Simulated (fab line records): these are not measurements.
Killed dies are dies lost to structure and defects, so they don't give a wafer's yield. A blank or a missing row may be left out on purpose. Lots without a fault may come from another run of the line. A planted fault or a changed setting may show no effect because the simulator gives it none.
Which tool was responsible? + flow gf180mcu + Sampling: 11 lots, 33 wafers, 3 of 602 route steps

## WHAT THE GAUGES READ, wafer by wafer
GF_VT_IMPLANT_TW_MEAS_32.
| lot  | measured     | on           | VT_IMPLANT_3_TW |
|------|--------------|--------------|-----------------|
| L349 | day 7 10:05  | filmMetro-04 | 270 271 272     |
| L350 | day 8 00:37  | filmMetro-03 | 263 265 265     |
| L352 | day 8 08:10  | filmMetro-03 | 265 262 264     |
| L353 | day 8 17:51  | filmMetro-03 | 264 265 264     |
| L354 | day 8 22:05  | filmMetro-03 | 264 263 263     |
| L355 | day 9 03:26  | filmMetro-03 | 262 263 263     |
| L356 | day 9 06:50  | filmMetro-02 | 263 263 264     |
| L358 | day 9 22:01  | filmMetro-02 | 264 264 264     |
| L362 | day 10 22:08 | filmMetro-03 | 265 264 264     |
| L365 | day 11 19:36 | filmMetro-02 | 30 30 30        |
| L369 | day 12 19:11 | filmMetro-02 | 265 263 263     |

## EACH LOT AND THE TOOL THAT RAN IT (in order: tool; ch and the chambers of the sampled wafers; start)
| lot  | GF_VT_IMPLANT_STRIP_20              | GF_VT_IMPLANT_STRIP_31              |
|------|-------------------------------------|-------------------------------------|
| L349 | plasmaAsher-03 ch 0,1, day 6 18:14  | plasmaAsher-01 ch 0,1, day 7 09:59  |
| L350 | plasmaAsher-01 ch 0,1, day 7 08:47  | plasmaAsher-02 ch 0,1, day 8 00:32  |
| L352 | plasmaAsher-01 ch 0,1, day 7 15:47  | plasmaAsher-03 ch 0,1, day 8 08:04  |
| L353 | plasmaAsher-01 ch 0, day 8 00:44    | plasmaAsher-02 ch 0,1, day 8 17:44  |
| L354 | plasmaAsher-02 ch 0,1, day 8 04:41  | plasmaAsher-02 ch 0,1, day 8 21:59  |
| L355 | plasmaAsher-03 ch 0,1, day 8 10:35  | plasmaAsher-03 ch 0,1, day 9 03:20  |
| L356 | plasmaAsher-02 ch 0,1, day 8 13:41  | plasmaAsher-03 ch 0,1, day 9 06:44  |
| L358 | plasmaAsher-03 ch 0,1, day 9 03:46  | plasmaAsher-03 ch 0,1, day 9 21:56  |
| L362 | plasmaAsher-03 ch 0,1, day 10 03:53 | plasmaAsher-02 ch 0,1, day 10 22:02 |
| L365 | plasmaAsher-01 ch 0,1, day 11 01:02 | plasmaAsher-01 ch 0,1, day 11 19:29 |
| L369 | plasmaAsher-02 ch 0, day 11 23:41   | plasmaAsher-03 ch 0,1, day 12 19:05 |
- GF_VT_IMPLANT_STRIP_20: strips in O2/N2.
- GF_VT_IMPLANT_STRIP_31: strips in O2/N2.

## THE ANSWER, worked out from the rows above alone
Rule: usual is defined by the lots themselves. The widest of any qualifying gaps counts: lots, ordered by their means at a reading, are off when they make up no more than a third of the lots, leave a main group of 4 or more, and stand apart from it by 3 or more times the standard deviation of that group's means. A main group whose means are all the same, to the digits that the tables above print for the reading, isn't used. A lot without any number at a reading at which 4 lots or more have one is off too. Where the step has rows for the other lots, those lots are counted as sound.
Off: at GF_VT_IMPLANT_TW_MEAS_32 (VT_IMPLANT_3_TW), L365. Main group: mean 264, sd 2.2.
A tool fits if, at a process step before that reading, it ran every lot that is off, and no sound lot after the first of them. Those tools and the gauges at GF_VT_IMPLANT_TW_MEAS_32 are tried in the same way. One fits: plasmaAsher-01 at GF_VT_IMPLANT_STRIP_20 and GF_VT_IMPLANT_STRIP_31. At GF_VT_IMPLANT_STRIP_20 its last sound lot is L353 (day 8 00:44), its first lot that is off L365 (day 11 01:02): a fault that began between those two fits.

## WHAT THE SIMULATOR PUT IN
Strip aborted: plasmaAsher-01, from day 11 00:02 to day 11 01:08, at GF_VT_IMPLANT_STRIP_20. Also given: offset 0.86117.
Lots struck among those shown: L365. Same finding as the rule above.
